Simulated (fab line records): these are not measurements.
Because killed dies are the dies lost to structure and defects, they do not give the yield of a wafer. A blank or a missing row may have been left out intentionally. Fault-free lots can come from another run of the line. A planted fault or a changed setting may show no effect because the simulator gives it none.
The tool behind it: which one?	flow gf180mcu	11 lots, 31 wafers sampled, at 5 steps of a route of 602

## WHAT EACH GAUGE READ, for each wafer
GF_STI_THK_MEAS_04.
lot	measured	on	STI_CVD_03_THK (nm)
L763	day 1 13:34	filmMetro-04	205.1 204.1
L764	day 1 18:34	filmMetro-04	209.3 211.0 208.6
L766	day 2 04:34	filmMetro-04	207.0 207.7 209.3
L769	day 2 20:33	filmMetro-01	209.3 209.1 209.6
L774	day 3 20:34	filmMetro-04	244.8 241.6 243.1
L775	day 4 02:53	filmMetro-01	241.1 241.4 240.7
L781	day 5 07:34	filmMetro-04	207.8 207.8 208.5
L782	day 5 12:34	filmMetro-04	211.2 211.2 211.7
L783	day 5 17:34	filmMetro-01	210.7 210.9
L784	day 5 23:04	filmMetro-04	206.2 206.6 209.0
L786	day 6 08:53	filmMetro-02	205.0 205.5 205.2

GF_STI_CD_MEAS_12: target cd 220 nm.
lot	measured	on	cdNm (nm)
L763	day 2 00:25	cdSem-01	218.2 218.6
L764	day 2 06:56	cdSem-01	221.5 220.1 222.2
L766	day 2 16:50	cdSem-01	221.8 220.8 220.8
L769	day 3 09:40	cdSem-02	219.0 220.0 221.1
L774	day 4 10:16	cdSem-01	218.6 220.3 219.5
L775	day 4 16:25	cdSem-02	219.1 218.7 220.7
L781	day 5 22:26	cdSem-02	219.4 220.6 218.8
L782	day 6 03:16	cdSem-02	221.2 220.6 220.2
L783	day 6 08:28	cdSem-02	219.2 218.3
L784	day 6 13:39	cdSem-02	221.0 220.0 219.1
L786	day 6 23:36	cdSem-01	217.3 218.4 218.5

GF_MVSD_OVL_MEAS_07.
lot	measured	on	MVSD_OVL (nm)
L763	day 4 10:22	overlay-02	0.3 -0.2
L764	day 4 16:46	overlay-02	1.6 0.7 0.8
L766	day 5 03:31	overlay-02	-1.1 -1.5 -1.3
L769	day 5 23:01	overlay-02	2.0 0.5 -0.3
L774	day 7 02:10	overlay-02	0.6 0.5 0.9
L775	day 7 10:25	overlay-02	0.1 0.8 3.1
L781	day 8 20:10	overlay-02	2.0 3.8 -0.2
L782	day 9 00:58	overlay-01	-1.3 -0.5 -2.3
L783	day 9 05:01	overlay-02	1.6 1.4
L784	day 9 11:37	overlay-01	-0.6 -1.4 1.5
L786	day 9 23:10	overlay-01	1.7 -0.8 0.8

## WHAT TOOL EACH LOT RAN ON (gives the tool, then ch and the chambers of the sampled wafers, and finally the start)
lot	GF_STI_CVD_03	GF_STI_ETCH_13
L763	lpcvd-01 ch 1, day 1 11:34	rieDiel-03 ch 0,3, day 2 00:32
L764	lpcvd-02 ch 1, day 1 16:34	rieDiel-03 ch 0,1,2, day 2 07:02
L766	lpcvd-02 ch 0, day 2 02:34	rieDiel-03 ch 2,3, day 2 16:56
L769	lpcvd-02 ch 1, day 2 17:34	rieDiel-02 ch 0,1,3, day 3 09:47
L774	lpcvd-01 ch 1, day 3 18:34	rieDiel-02 ch 2,3, day 4 10:23
L775	lpcvd-01 ch 0, day 3 23:55	rieDiel-01 ch 0,1,2, day 4 16:32
L781	lpcvd-02 ch 0, day 5 05:34	rieDiel-03 ch 1,2, day 5 22:32
L782	lpcvd-02 ch 0, day 5 10:34	rieDiel-02 ch 1,2,3, day 6 03:23
L783	lpcvd-02 ch 1, day 5 15:34	rieDiel-03 ch 0,1, day 6 08:35
L784	lpcvd-02 ch 0, day 5 21:04	rieDiel-03 ch 0,1,2, day 6 13:44
L786	lpcvd-02 ch 0, day 6 06:52	rieDiel-01 ch 0,1, day 6 23:41
- GF_STI_CVD_03: deposits Si3N4 from DCS/NH3, target thk 207.16 nm, time 3551 s.
- GF_STI_ETCH_13: etches the open film in CHF3/O2, stops on Si, target depth 282.31 nm, time 112.9 s.

## WHAT THE TOOLS THEMSELVES READ (means of the sampled wafers that have a number; where no wafer has one, the mark that the record gives instead)
GF_STI_CVD_03.
lot	tool	spikeTcCentreC (C)	spikeTcLowerC (C)	spikeTcTopC (C)	spikeTcUpperC (C)	susceptorTempC (C)	zonePowerLowerPct (%)	zonePowerTopPct (%)
L763	lpcvd-01	770.9	770.6	782.3	770.5	770.5	10.3	31.1
L764	lpcvd-02	770.5	770.3	781.5	771.0	769.9	13.6	28.1
L766	lpcvd-02	770.7	769.6	783.4	770.9	769.7	13.0	26.0
L769	lpcvd-02	770.4	770.5	780.6	771.4	770.0	13.4	28.5
L774	lpcvd-01	780.3	779.9	789.9	779.3	778.5	10.4	31.5
L775	lpcvd-01	778.1	779.0	789.4	778.3	778.2	13.8	23.6
L781	lpcvd-02	770.5	770.7	783.6	770.9	770.0	12.9	26.2
L782	lpcvd-02	771.2	771.0	783.1	770.2	770.0	12.9	25.9
L783	lpcvd-02	769.5	770.8	781.4	770.2	769.8	13.4	28.4
L784	lpcvd-02	770.2	770.2	782.8	772.1	769.7	12.8	26.0
L786	lpcvd-02	768.9	770.6	781.6	770.4	770.2	12.9	25.9

GF_STI_ETCH_13.
lot	tool	O2_flow_sccm (sccm)	chamberPressureMTorr (mTorr)	chf3FlowSccm (sccm)	drypumpMotorCurrentA (A)	oesProductAu (a.u.)	throttleValvePct (%)
L763	rieDiel-03	4.972	39.98	49.93	5.9	0.827	8.810
L764	rieDiel-03	4.990	39.99	50.07	5.4	0.838	8.808
L766	rieDiel-03	5.009	39.98	49.83	5.8	0.829	8.821
L769	rieDiel-02	5.003	40.01	49.88	5.8	0.836	8.812
L774	rieDiel-02	4.996	40.03	49.99	6.0	0.911	8.831
L775	rieDiel-01	4.984	40.00	49.98	5.5	0.909	8.837
L781	rieDiel-03	5.001	40.00	50.00	5.3	0.838	8.815
L782	rieDiel-02	5.011	39.98	49.95	5.9	0.839	8.814
L783	rieDiel-03	5.000	39.97	49.96	5.5	0.839	8.818
L784	rieDiel-03	4.997	40.02	49.96	5.4	0.833	8.809
L786	rieDiel-01	5.007	40.00	50.15	5.3	0.829	8.815

## THE ANSWER, worked out from the rows above alone
Rule: what is usual is taken from the lots themselves. Put in order of their means at a reading, lots are off if they are a third of the lots or fewer, leave a main group of 4 or more, and stand apart from it by a gap of 3 or more times the standard deviation of the main group's means; of several such gaps the widest counts. Not used: any main group whose means are identical at the precision the tables above print for the reading. A lot without any number at a reading at which 4 lots or more have one is off too. Where the step has rows for the other lots, those lots are counted as sound. The gauges are gone through in route order, then the tools' own readings, and for those a lot's mean is taken as printed above. The first step at which some lot is off is used, and at that step the reading that is off furthest; a lot without a number counts as furthest.
Off: L774, L775, at GF_STI_THK_MEAS_04 (STI_CVD_03_THK). For the main group the mean is 208.3 nm and the standard deviation 2.2.
If a tool, at a process step before that reading, ran all the lots that are off and no sound lot after the first of them, it fits. The gauges at GF_STI_THK_MEAS_04 aren't tried: what is off there is off at GF_STI_CVD_03 too, on other tools, and a gauge's error can't cause that. One candidate fits, namely lpcvd-01 at GF_STI_CVD_03. Its last sound lot is L763 (day 1 11:34), its first lot that is off L774 (day 3 18:34): a fault that began between those two fits.
The tool's own readings at GF_STI_CVD_03 bear it out: on the lots that are off they differ by more than 5 times the standard deviation of the sound lots' means. spikeTcCentreC reads 779.2 C there against 770.3 C on the sound lots; spikeTcLowerC reads 779.5 C there against 770.5 C on the sound lots; spikeTcTopC reads 789.6 C there against 782.3 C on the sound lots; spikeTcUpperC reads 778.8 C there against 770.8 C on the sound lots; susceptorTempC reads 778.4 C there against 770.0 C on the sound lots.

## WHAT THE SIMULATOR HAD PUT IN
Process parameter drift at GF_STI_CVD_03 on lpcvd-01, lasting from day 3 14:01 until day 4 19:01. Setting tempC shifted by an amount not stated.
Struck lots among those shown: L774, L775. The same result came from the rule above.
